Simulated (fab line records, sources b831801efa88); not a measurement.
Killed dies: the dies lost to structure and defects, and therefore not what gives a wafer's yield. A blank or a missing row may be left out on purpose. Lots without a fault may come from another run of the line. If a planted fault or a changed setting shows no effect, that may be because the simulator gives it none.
What tool caused it?	flow sky130	Sampling: 13 lots, 39 wafers, 3 of 708 route steps

WHAT THE GAUGES READ, wafer by wafer
SKY_METAL1_RS_MEAS_05: a four-point-probe measurement.
lot	measured	on	METAL1_ALCU_RS (ohm/sq)
L622	day 32 01:35	film_metro-04	0.1278 0.1295 0.1272
L625	day 32 12:16	film_metro-03	0.1272 0.1271 0.1281
L626	day 32 16:22	film_metro-04	0.1264 0.1256 0.1277
L627	day 33 10:20	film_metro-03	0.1269 0.1259 0.1252
L629	day 34 02:22	film_metro-03	0.1253 0.1270 0.1255
L630	day 34 03:14	film_metro-03	0.1285 0.1252 0.1258 0.1286 0.1248 0.1255
L631	day 34 16:26	film_metro-01	0.1275 0.1274 0.1273 0.1274 0.1273 0.1270
L640	day 37 11:26	film_metro-04	0.1280 0.1290 0.1287
L641	day 37 17:51	film_metro-01	0.1280 0.1250 0.1267
L642	day 37 19:04	film_metro-04	0.1290 0.1283 0.1285
L643	day 38 09:31	film_metro-03	0.1274 0.1257 0.1256
L644	day 38 12:05	film_metro-04	0.1275 0.1259 0.1281
L645	day 38 18:41	film_metro-04	0.1267 0.1272 0.1267

SKY_METAL1_THK_MEAS_06: measures by xrf.
lot	measured	on	METAL1_ALCU_THK (nm)
L622	day 32 01:43	film_metro-04	246.6 245.0 249.1
L625	day 32 12:23	film_metro-03	250.8 251.5 248.6
L626	day 32 16:29	film_metro-04	250.3 251.6 247.8
L627	day 33 10:28	film_metro-03	251.7 253.0 254.6
L629	day 34 02:28	film_metro-03	252.7 248.2 253.2
L630	day 34 10:29	film_metro-03	245.6 234.7 233.0 244.8 235.7 235.1
L631	day 34 19:49	film_metro-01	233.4 247.4 251.0 233.4 248.1 249.2
L640	day 37 11:32	film_metro-04	248.3 246.7 247.6
L641	day 37 17:58	film_metro-01	247.1 254.3 251.6
L642	day 37 19:11	film_metro-04	246.0 246.7 244.9
L643	day 38 09:37	film_metro-03	248.2 250.5 251.8
L644	day 38 12:12	film_metro-04	249.2 250.2 247.6
L645	day 38 18:47	film_metro-04	249.0 248.7 249.6

EACH LOT AND THE TOOL THAT RAN IT (in order: tool; ch and the chambers of the sampled wafers; start)
lot	SKY_METAL1_SPUTTER_04
L622	pvd_sputter-02, day 32 01:32
L625	pvd_sputter-04, day 32 12:13
L626	pvd_sputter-04, day 32 16:18
L627	pvd_sputter-02, day 33 10:17
L629	pvd_sputter-04, day 34 02:17
L630	pvd_sputter-02, day 34 03:10
L631	pvd_sputter-02, day 34 16:20
L640	pvd_sputter-03, day 37 11:20
L641	pvd_sputter-02, day 37 17:47
L642	pvd_sputter-02, day 37 19:01
L643	pvd_sputter-04, day 38 09:26
L644	pvd_sputter-04, day 38 12:02
L645	pvd_sputter-04, day 38 18:37
- SKY_METAL1_SPUTTER_04: material TiN, target thk 70 nm, time 58.3 s.

WHAT THE TOOLS THEMSELVES READ (means of the sampled wafers that have a number; where no wafer has one, the mark that the record gives instead)
SKY_METAL1_SPUTTER_04.
lot	tool	throttle_valve_pct (%)
L622	pvd_sputter-02	28.6
L625	pvd_sputter-04	29.7
L626	pvd_sputter-04	30.2
L627	pvd_sputter-02	28.8
L629	pvd_sputter-04	30.5
L630	pvd_sputter-02	28.7
L631	pvd_sputter-02	28.7
L640	pvd_sputter-03	30.2
L641	pvd_sputter-02	28.7
L642	pvd_sputter-02	28.6
L643	pvd_sputter-04	29.9
L644	pvd_sputter-04	30.1
L645	pvd_sputter-04	30.0

THE ANSWER, worked out from the rows above alone
Rule: the usual values come from the lots themselves. Put in order of their means at a reading, lots are off if they are a third of the lots or fewer, leave a main group of 4 or more, and stand apart from it by a gap of 3 or more times the standard deviation of the main group's means; of several such gaps the widest counts. The tables above print the reading to a certain number of digits; a main group whose means all agree to those digits is not used. Also off: a lot with no number at a reading for which 4 or more lots have one. All remaining lots with rows at the step are treated as sound. After the gauges, taken in route order, come the tools' own readings; for these a lot's mean is taken, as printed above. At the first step where some lot is off, the reading lying furthest off is the one used; lots without a number count as furthest.
No lot is off at any reading shown: from this, nothing can be told.

WHAT THE SIMULATOR PUT IN
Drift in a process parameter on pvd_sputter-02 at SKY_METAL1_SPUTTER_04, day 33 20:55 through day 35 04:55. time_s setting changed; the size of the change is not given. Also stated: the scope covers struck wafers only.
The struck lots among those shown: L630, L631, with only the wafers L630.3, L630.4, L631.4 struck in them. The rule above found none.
